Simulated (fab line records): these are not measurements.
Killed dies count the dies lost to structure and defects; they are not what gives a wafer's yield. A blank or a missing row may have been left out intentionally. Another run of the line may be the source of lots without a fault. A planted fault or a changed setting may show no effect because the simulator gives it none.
Chamber matching ; flow gf180mcu ; pecvd-03 running GF_CONTACT_CVD_02: 3 sister chambers
The step deposits SiO2 from TEOS, target thk 860 nm, time 95.992 s. 3 wafers are shown with their chamber, then 10 later ones without.

EACH WAFER AND ITS CHAMBER
wafer;chamber;heater power w (W)
L118.3;2;792
L120.2;0;497
L120.4;1;568

WAFERS WHOSE CHAMBER IS MISSING
wafer;heater power w (W)
L120.5;608
L121.3;476
L121.4;590
L121.5;543
L126.2;783
L126.4;489
L126.6;825
L132.1;610
L132.2;720
L132.6;756

WHICH CHAMBER EACH WENT THROUGH
wafer;from the rows above;in truth
L120.5;can't be placed: 1 or 0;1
L121.3;can't be placed: 0 or 1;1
L121.4;can't be placed: 1 or 0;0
L121.5;can't be placed: 1 or 0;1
L126.2;2;2
L126.4;can't be placed: 0 or 1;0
L126.6;2;2
L132.1;can't be placed: 1 or 0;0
L132.2;2;2
L132.6;2;2
Placed correctly: 4 of 10. Can't be placed from these rows: 6 (the true chamber is among the candidates in 6). Number placed wrongly: 0.
How it was worked out, from the rows above alone: a wafer's distance from a chamber is the root of the sum, over the readings, of the square of ((its reading less the chamber's mean) divided by the reading's scatter). The wafer belongs to the nearest chamber; if the next one is less than 2 further off, it can't be placed. Each chamber's mean is taken over the wafers shown for it. The scatter: with one shown wafer a chamber, the root of the mean of the squares of how far each hidden wafer lies from its nearest shown one.
